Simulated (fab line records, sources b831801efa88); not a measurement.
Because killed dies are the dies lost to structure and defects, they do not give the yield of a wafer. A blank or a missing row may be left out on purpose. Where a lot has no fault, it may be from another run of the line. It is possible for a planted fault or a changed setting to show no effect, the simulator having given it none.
Which of the tools did it? | flow gf180mcu | 6 lots (18 wafers sampled), 1 step of a 602-step route

== WHAT THE GAUGES SHOWED, per wafer ==
GF_STI_THK_MEAS_04.
lot  | measured    | on            | STI_CVD_03_THK (nm)
L499 | day 2 04:34 | film_metro-01 | 206.1 208.5 206.2
L501 | day 2 16:19 | film_metro-01 | 206.1 204.2 204.8
L503 | day 3 01:16 | film_metro-04 | 204.8 204.5 205.4
L505 | day 3 10:34 | film_metro-04 | 204.6 204.5 205.1
L514 | day 5 10:17 | film_metro-04 | 206.5 205.6 208.7
L518 | day 6 03:34 | film_metro-02 | 208.3 208.2 210.2

== WHAT TOOL EACH LOT RAN ON (gives the tool, then ch and the chambers of the sampled wafers, and finally the start) ==
No process step before these readings appears in the record.

== THE ANSWER, worked out from the rows above alone ==
Rule: usual is defined by the lots themselves. Put in order of their means at a reading, lots are off if they are a third of the lots or fewer, leave a main group of 4 or more, and stand apart from it by a gap of 3 or more times the standard deviation of the main group's means; of several such gaps the widest counts. Not used: any main group whose means are identical at the precision the tables above print for the reading. Also off: a lot with no number at a reading for which 4 or more lots have one. All remaining lots with rows at the step are treated as sound.
No lot is off at any reading shown: from this, nothing can be told.

== WHAT THE SIMULATOR HAD PUT IN ==
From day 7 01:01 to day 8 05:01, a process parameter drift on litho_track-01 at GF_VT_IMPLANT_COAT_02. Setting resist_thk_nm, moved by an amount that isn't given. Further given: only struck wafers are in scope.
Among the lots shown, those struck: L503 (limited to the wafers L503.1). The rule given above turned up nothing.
